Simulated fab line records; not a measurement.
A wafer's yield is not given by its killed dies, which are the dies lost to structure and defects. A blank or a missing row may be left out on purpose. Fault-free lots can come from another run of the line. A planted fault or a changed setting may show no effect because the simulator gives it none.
Which tool did it? | flow gf180mcu | 18 wafers from 6 lots sampled at 3 of the route's 602 steps

WHAT EACH GAUGE READ, for each wafer
GF_POLY_GATE_THK_MEAS_01.
lot  | measured     | on            | POLY_GATE_CVD_00_THK (nm)
L627 | day 8 17:28  | film metro-04 | 200.2 199.4 198.7
L635 | day 11 04:36 | film metro-04 | 198.3 198.9 200.8
L640 | day 12 13:32 | film metro-04 | 200.1 201.7 201.4
L644 | day 13 14:33 | film metro-04 | 199.9 201.3 199.8
L647 | day 14 17:30 | film metro-02 | 199.6 199.1 198.7
L649 | day 15 05:55 | film metro-02 | 195.5 197.5 198.3

EACH LOT AND THE TOOL THAT RAN IT (in order: tool; ch and the chambers of the sampled wafers; start)
lot  | GF_LVPWELL_STRIP_10                 | GF_POLY_GATE_CVD_00
L627 | plasma asher-02 ch 0,1, day 4 03:10 | lpcvd-02 ch 0, day 8 16:07
L635 | plasma asher-03 ch 0,1, day 6 02:56 | lpcvd-02 ch 1, day 11 03:16
L640 | plasma asher-04 ch 0,1, day 7 05:40 | lpcvd-02 ch 1, day 12 12:04
L644 | plasma asher-02 ch 0,1, day 8 01:34 | lpcvd-02 ch 1, day 13 13:12
L647 | plasma asher-02 ch 0,1, day 8 22:22 | lpcvd-01 ch 1, day 14 16:10
L649 | plasma asher-03 ch 0,1, day 9 07:07 | lpcvd-01 ch 1, day 15 04:35
- GF_LVPWELL_STRIP_10: strips in O2/N2.
- GF_POLY_GATE_CVD_00: deposits poly-Si, target thk 200 nm, time 1200 s.

THE ANSWER, worked out from the rows above alone
Rule: usual is defined by the lots themselves. Put in order of their means at a reading, lots are off if they are a third of the lots or fewer, leave a main group of 4 or more, and stand apart from it by a gap of 3 or more times the standard deviation of the main group's means; of several such gaps the widest counts. The tables above print the reading to a certain number of digits; a main group whose means all agree to those digits is not used. Also off: a lot with no number at a reading for which 4 or more lots have one. All remaining lots with rows at the step are treated as sound.
No lot is off on any of the readings shown, so nothing can be concluded from this.

WHAT HAD BEEN PUT IN BY THE SIMULATOR
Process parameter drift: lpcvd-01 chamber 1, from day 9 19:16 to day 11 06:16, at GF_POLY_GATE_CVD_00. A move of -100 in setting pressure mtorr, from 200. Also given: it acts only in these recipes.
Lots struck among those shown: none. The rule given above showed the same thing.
